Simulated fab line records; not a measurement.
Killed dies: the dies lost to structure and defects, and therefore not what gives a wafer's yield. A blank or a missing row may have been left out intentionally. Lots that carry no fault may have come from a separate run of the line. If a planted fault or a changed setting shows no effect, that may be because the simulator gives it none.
Which of the tools did it? | flow gf180mcu | 33 wafers from 11 lots sampled at 6 of the route's 602 steps

## WHAT THE GAUGES SHOWED, per wafer
GF_STI_THK_MEAS_24. Usual: STI_CVD_23_THK 652 nm, standard deviation 6.3.
lot  | measured    | on            | STI_CVD_23_THK (nm)     | flag
L532 | day 2 03:25 | film-metro-04 | 643 655 640             |
L533 | day 2 08:47 | film-metro-03 | 648 650 643             |
L535 | day 2 19:32 | film-metro-02 | 648 639 643             |
L536 | day 3 01:38 | film-metro-03 | 656 653 650             |
L537 | day 3 05:13 | film-metro-04 | 652 655 650             |
L540 | day 3 21:14 | film-metro-03 | 654 647 645             |
L542 | day 4 07:14 | film-metro-04 | 665 650 651             |
L543 | day 4 12:01 | film-metro-03 | 662 656 650             |
L544 | day 4 19:17 | film-metro-04 | 647 645 652             |
L551 | day 6 05:58 | film-metro-04 | 659 649 416 659 649 416 | OFF
L552 | day 6 10:02 | film-metro-03 | 643 650 417 643 649 417 | OFF

GF_HV_LDD_THK_MEAS_55. Usual: HV_LDD_CVD_54_THK 10.02 nm, standard deviation 0.11.
lot  | measured     | on            | HV_LDD_CVD_54_THK (nm) | flag
L532 | day 12 09:38 | film-metro-04 | 10.14 10.03 9.96       |
L533 | day 12 14:20 | film-metro-04 | 10.06 9.99 10.13       |
L535 | day 13 13:32 | film-metro-01 | 9.99 9.90 9.91         |
L536 | day 13 17:07 | film-metro-01 | 10.11 10.09 10.09      |
L537 | day 13 23:35 | film-metro-02 | 10.06 10.04 10.01      |
L540 | day 14 23:49 | film-metro-01 | 10.00 9.92 10.03       |
L542 | day 15 22:29 | film-metro-02 | 9.97 9.88 9.91         |
L543 | day 16 06:36 | film-metro-02 | 10.06 9.94 10.07       |
L544 | day 16 17:58 | film-metro-04 | 9.98 10.06 9.97        |
L551 | day 18 21:07 | film-metro-01 | 9.96 10.11             |
L552 | day 19 06:30 | film-metro-02 | 9.92 9.82              |

## WHAT TOOL EACH LOT RAN ON (gives the tool, then ch and the chambers of the sampled wafers, and finally the start)
lot  | GF_STI_ETCH_14                  | GF_STI_CVD_23                   | GF_STI_CMP_25                | GF_HV_LDD_RTA_52
L532 | rie-si-02 ch 0,1,3, day 2 01:19 | hdpcvd-01 ch 1,2, day 2 03:19   | cmp-01 ch 0,2, day 2 03:31   | rtp-anneal-02 ch 0, day 12 08:26
L533 | rie-si-02 ch 2,3, day 2 06:16   | hdpcvd-01 ch 0,2, day 2 08:42   | cmp-01 ch 0,2,3, day 2 08:56 | rtp-anneal-02 ch 0, day 12 13:07
L535 | rie-si-02 ch 2,3, day 2 17:44   | hdpcvd-02 ch 0,1,2, day 2 19:26 | cmp-02 ch 1,2,3, day 2 19:38 | rtp-anneal-01 ch 0, day 13 12:20
L536 | rie-si-02 ch 1,2,3, day 2 23:04 | hdpcvd-02 ch 0,1, day 3 01:34   | cmp-02 ch 0,1,2, day 3 01:45 | rtp-anneal-02 ch 0, day 13 15:35
L537 | rie-si-01 ch 0,1,2, day 3 03:25 | hdpcvd-02 ch 0,1, day 3 05:08   | cmp-01 ch 0,1,2, day 3 05:16 | rtp-anneal-02 ch 0, day 13 21:52
L540 | rie-si-01 ch 0,3, day 3 19:04   | hdpcvd-02 ch 0,2, day 3 21:09   | cmp-02 ch 0,3, day 3 21:28   | rtp-anneal-01 ch 0, day 14 22:37
L542 | rie-si-02 ch 0,2,3, day 4 05:16 | hdpcvd-01 ch 0,1,2, day 4 07:09 | cmp-01 ch 0,1,3, day 4 07:29 | rtp-anneal-01 ch 0, day 15 21:16
L543 | rie-si-01 ch 1,2,3, day 4 10:14 | hdpcvd-01 ch 0,1,2, day 4 11:56 | cmp-01 ch 1,2,3, day 4 12:08 | rtp-anneal-02 ch 0, day 16 05:24
L544 | rie-si-02 ch 0,1,2, day 4 14:37 | hdpcvd-01 ch 0,1, day 4 19:12   | cmp-02 ch 0,1, day 4 19:20   | rtp-anneal-02 ch 0, day 16 16:46
L551 | rie-si-02 ch 0,2,3, day 6 04:10 | hdpcvd-01 ch 0,1, day 6 05:53   | cmp-02 ch 1,2, day 6 10:17   | rtp-anneal-01 ch 0, day 18 19:55
L552 | rie-si-01 ch 0,1,3, day 6 08:11 | hdpcvd-01 ch 0,1,2, day 6 09:58 | cmp-01 ch 1,2,3, day 6 14:38 | rtp-anneal-02 ch 0, day 19 05:17
- GF_STI_ETCH_14: etches Si in HBr/Cl2/O2, target depth 360 nm, time 102.9 s.
- GF_STI_CVD_23: deposits SiO2, target thk 650 nm, time 108.3 s.
- GF_STI_CMP_25: polishes, stops on Si3N4, t overpolish 33 s, target thk 524.6 nm.
- GF_HV_LDD_RTA_52: time 10 s.

## WHAT THE TOOLS THEMSELVES READ (means of the sampled wafers that have a number; where no wafer has one, the mark that the record gives instead)
GF_STI_ETCH_14. Usual: HBr_flow_sccm 150.0 sccm, standard deviation 0.45; drypump-motor-current-A 5.9 A, standard deviation 0.39; oes-product-au 0.991 a.u., standard deviation 0.013; throttle-valve-pct 25.663 %, standard deviation 0.012.
lot  | tool      | HBr_flow_sccm (sccm) | drypump-motor-current-A (A) | oes-product-au (a.u.) | throttle-valve-pct (%) | flag
L532 | rie-si-02 | 150.3                | 6.3                         | 0.989                 | 25.680                 |
L533 | rie-si-02 | 150.3                | 5.8                         | 0.989                 | 25.662                 |
L535 | rie-si-02 | 149.5                | 5.8                         | 0.989                 | 25.671                 |
L536 | rie-si-02 | 149.7                | 6.0                         | 0.988                 | 25.671                 |
L537 | rie-si-01 | 149.6                | 5.7                         | 1.011                 | 25.661                 |
L540 | rie-si-01 | 150.1                | 5.8                         | 1.002                 | 25.653                 |
L542 | rie-si-02 | 150.2                | 6.0                         | 0.981                 | 25.669                 |
L543 | rie-si-01 | 149.9                | 5.5                         | 1.001                 | 25.647                 |
L544 | rie-si-02 | 150.1                | 6.2                         | 0.978                 | 25.675                 |
L551 | rie-si-02 | 150.2                | 6.0                         | 0.976                 | 25.669                 |
L552 | rie-si-01 | 150.0                | 5.8                         | 1.000                 | 25.653                 |

GF_STI_CVD_23. Usual: susceptor-temp-C reads 600.02 C (standard deviation 0.3).
lot  | tool      | susceptor-temp-C (C) | flag
L532 | hdpcvd-01 | 600.00               |
L533 | hdpcvd-01 | 600.13               |
L535 | hdpcvd-02 | 599.86               |
L536 | hdpcvd-02 | 600.04               |
L537 | hdpcvd-02 | 600.02               |
L540 | hdpcvd-02 | 599.67               |
L542 | hdpcvd-01 | 599.74               |
L543 | hdpcvd-01 | 599.84               |
L544 | hdpcvd-01 | 599.82               |
L551 | hdpcvd-01 | 600.03               |
L552 | hdpcvd-01 | 599.94               |

GF_STI_CMP_25. Usual: head-pressure-psi 4.000 psi, standard deviation 0.0085; motor-current-A 11.7 A, standard deviation 1.1; time-to-endpoint-s 124 s, standard deviation 3.7.
lot  | tool   | head-pressure-psi (psi) | motor-current-A (A) | time-to-endpoint-s (s) | flag
L532 | cmp-01 | 3.990                   | 10.7                | 123                    |
L533 | cmp-01 | 3.999                   | 11.7                | 124                    |
L535 | cmp-02 | 3.999                   | 11.7                | 123                    |
L536 | cmp-02 | 3.997                   | 12.0                | 127                    |
L537 | cmp-01 | 4.007                   | 10.9                | 125                    |
L540 | cmp-02 | 3.991                   | 12.2                | 123                    |
L542 | cmp-01 | 4.008                   | 12.1                | 121                    |
L543 | cmp-01 | 4.009                   | 11.4                | 124                    |
L544 | cmp-02 | 3.998                   | 12.1                | 122                    |
L551 | cmp-02 | 3.996                   | 11.2                | 106                    | OFF
L552 | cmp-01 | 3.998                   | 11.4                | 112                    | OFF

GF_HV_LDD_RTA_52. Usual: lamp-power-pct 34.4 %, standard deviation 0.36; wafer_temp_C_max 1004.2, standard deviation 0.87.
lot  | tool          | lamp-power-pct (%) | wafer_temp_C_max | flag
L532 | rtp-anneal-02 | 34.7               | 1003.7           |
L533 | rtp-anneal-02 | 34.7               | 1004.0           |
L535 | rtp-anneal-01 | 34.0               | 1004.8           |
L536 | rtp-anneal-02 | 34.7               | 1003.7           |
L537 | rtp-anneal-02 | 34.7               | 1003.1           |
L540 | rtp-anneal-01 | 34.0               | 1004.1           |
L542 | rtp-anneal-01 | 34.0               | 1004.3           |
L543 | rtp-anneal-02 | 34.7               | 1003.8           |
L544 | rtp-anneal-02 | 34.7               | 1003.6           |
L551 | rtp-anneal-01 | 34.0               | 1004.7           |
L552 | rtp-anneal-02 | 34.8               | 1004.3           |

## THE ANSWER, worked out from the rows above alone
Rule: lot off if the mean of its wafers having a number is beyond 3 standard deviations from the usual mean. A lot without any number at a reading at which 4 lots or more have one is off too. Where the step has rows for the other lots, those lots are counted as sound. After the gauges, taken in route order, come the tools' own readings; for these a lot's mean is taken, as printed above. The first step at which some lot is off is used, and at that step the reading that is off furthest; a lot without a number counts as furthest.
Off: at GF_STI_THK_MEAS_24 (STI_CVD_23_THK), L551, L552.
If a tool, at a process step before that reading, ran all the lots that are off and no sound lot after the first of them, it fits. The gauges at GF_STI_THK_MEAS_24 aren't tried: what is off there is off at GF_STI_CMP_25 too, on other tools, and a gauge's error can't cause that. One fits: GF_STI_CVD_23 on hdpcvd-01. A fault onset in the window from L544 (day 4 19:12, its last sound lot) to L551 (day 6 05:53, its first lot off) fits.

## WHAT THE SIMULATOR PUT IN
hdpcvd-01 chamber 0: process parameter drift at GF_STI_CVD_23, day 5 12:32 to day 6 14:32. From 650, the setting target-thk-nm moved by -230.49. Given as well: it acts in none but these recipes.
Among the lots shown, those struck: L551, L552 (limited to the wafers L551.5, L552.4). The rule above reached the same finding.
